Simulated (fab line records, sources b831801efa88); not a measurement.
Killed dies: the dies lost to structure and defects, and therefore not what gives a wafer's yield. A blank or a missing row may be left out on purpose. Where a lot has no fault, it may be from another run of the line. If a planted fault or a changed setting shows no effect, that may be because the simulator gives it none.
Split-lot study	flow sky130	23 wafers read across 5 lots, on a route 708 steps long

== ON THE SPLIT ==
At SKY_VT_ADJUST_PCH_STRIP_09 (strips in O2/N2), the setting powerW was moved away from the recipe's 1400 W on 8 of the 23 wafers read, by -8.0% to +11.0%. For the rest of the wafers, this setting stayed at what the recipe calls for.

The reading comes from the split's own step.

== THE READING ==
oesProductAu, in a.u., at SKY_VT_ADJUST_PCH_STRIP_09 (strips in O2/N2). A value of 0.723 a.u. with a standard deviation of 0.0046 a.u. is what fault-free wafers of this fab line usually give.

wafer	tool, chamber at the split	powerW as run, W	against the recipe	oesProductAu, a.u.	against lot-mates on the recipe
L074.1	plasmaAsher-03, 1	1400	recipe	0.722	-
L074.2	plasmaAsher-03, 0	1400	recipe	0.727	-
L074.4	plasmaAsher-03, 0	1400	recipe	0.719	-
L074.5	plasmaAsher-03, 0	1400	recipe	0.730	-
L074.6	plasmaAsher-03, 1	1400	recipe	0.720	-
L078.1	plasmaAsher-01, 1	1400	recipe	0.726	-
L078.2	plasmaAsher-01, 0	1554	+11.0%	0.762	+0.038
L078.3	plasmaAsher-01, 1	1400	recipe	0.723	-
L078.5	plasmaAsher-01, 1	1554	+11.0%	0.773	+0.049
L078.6	plasmaAsher-01, 0	1554	+11.0%	0.765	+0.041
L079.1	plasmaAsher-03, 0	1400	recipe	0.727	-
L079.4	plasmaAsher-03, 1	1400	recipe	0.720	-
L079.5	plasmaAsher-03, 1	1400	recipe	0.719	-
L080.1	plasmaAsher-04, 1	1400	recipe	0.723	-
L080.2	plasmaAsher-04, 0	1288	-8.0%	0.694	-0.033
L080.4	plasmaAsher-04, 1	1400	recipe	0.730	-
L080.5	plasmaAsher-04, 1	1288	-8.0%	0.685	-0.042
L080.6	plasmaAsher-04, 0	1400	recipe	0.727	-
L082.2	plasmaAsher-03, 1	1537	+9.8%	0.762	+0.039
L082.3	plasmaAsher-03, 1	1537	+9.8%	0.757	+0.034
L082.4	plasmaAsher-03, 0	1400	recipe	0.720	-
L082.5	plasmaAsher-03, 1	1537	+9.8%	0.747	+0.024
L082.6	plasmaAsher-03, 0	1400	recipe	0.726	-

FIT RESULTS
A straight line over all 23 wafers: oesProductAu changes by +0.00376 a.u. for each +1% of powerW; r = +0.97; the points scatter about the line by 0.0051 a.u.
The same after taking each lot's own level away (the mean of its wafers on the recipe; 23 wafers): +0.00385 a.u. for each +1%; r = +0.98; scatter 0.005 a.u.
That fit puts the effect of the largest move of powerW on the reading at 0.042 a.u.
Measured against the standard deviation above, the lots' own levels, which go from 0.7220 to 0.7267 a.u., span 1.0 times it.
So the lot-to-lot level changes the slope little: the two slopes agree.
Check: with one of the wafers moved furthest among these (+11.0%) left out of the fit, the line predicts +0.0417 a.u. for it against its lot-mates. Against them it came out at +0.0375 a.u.
Tool readings at the split's step, against how far the setting was moved: oesProductAu r = +0.97; stripTimeToEndpointS r = -0.96.

== THE WHOLE CHAIN: every reading that the file lists as answering this split, in the file's order ==
step	what it does	reading	change (the file's fit)	r (the file's)
SKY_VT_ADJUST_PCH_STRIP_09	strips in O2/N2	oesProductAu	+0.00384 a.u. for each +1% of the setting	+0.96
SKY_VT_ADJUST_PCH_STRIP_09	strips in O2/N2	stripTimeToEndpointS	withheld for each +1% of the setting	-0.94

== THE FILE'S OWN FIT ==
oesProductAu changes by +0.00384 a.u. for each +1% of powerW, r = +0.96.
